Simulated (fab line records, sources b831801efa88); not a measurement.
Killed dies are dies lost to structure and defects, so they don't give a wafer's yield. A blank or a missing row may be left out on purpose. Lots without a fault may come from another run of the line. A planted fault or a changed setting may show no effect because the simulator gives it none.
Chamber matching | flow gf180mcu | GF_MIM_CVD_05 on pecvd-02: 3 sister chambers
The step deposits Si3N4, target thk 42 nm, time 29.086 s. 16 wafers are shown with their chamber, then 8 later ones without.

WAFERS WITH THEIR CHAMBER
wafer  | chamber | heater_power_w (W)
L075.1 | 2       | 579
L075.2 | 1       | 817
L075.3 | 0       | 644
L077.2 | 2       | 587
L077.4 | 1       | 805
L077.5 | 2       | 577
L078.2 | 0       | 635
L078.3 | 2       | 566
L078.6 | 0       | 609
L081.2 | 1       | 811
L081.3 | 2       | 627
L081.6 | 2       | 638
L083.2 | 1       | 778
L083.5 | 1       | 792
L083.6 | 2       | 629
L084.1 | 0       | 760

SIGNATURES (means of the wafers above)
reading        | chamber 0 | chamber 1 | chamber 2 | scatter within a chamber
heater_power_w | 662.00    | 800.60    | 600.43    | 39
Rule: a wafer's distance from a chamber is the root of the sum, over the readings, of the square of ((its reading less the chamber's mean) divided by the reading's scatter). The wafer belongs to the nearest chamber; if the next one is less than 2 further off, it can't be placed. The scatter: the root of (the sum of the squares of (reading less its chamber's mean) over the shown wafers, divided by (wafers less chambers)).

WAFERS WITHOUT THEIR CHAMBER
wafer  | heater_power_w (W)
L084.4 | 609
L084.5 | 853
L093.2 | 771
L093.3 | 611
L093.5 | 614
L097.3 | 683
L097.4 | 850
L097.6 | 586

WHICH CHAMBER EACH WENT THROUGH
wafer  | from the rows above     | in truth
L084.4 | can't be placed: 2 or 0 | 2
L084.5 | 1                       | 1
L093.2 | 1                       | 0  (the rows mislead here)
L093.3 | can't be placed: 2 or 0 | 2
L093.5 | can't be placed: 2 or 0 | 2
L097.3 | can't be placed: 0 or 2 | 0
L097.4 | 1                       | 1
L097.6 | can't be placed: 2 or 0 | 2
Placed correctly: 2 of 8. Can't be placed from these rows: 5 (the true chamber is among the candidates in 5). Placed wrongly: 1.
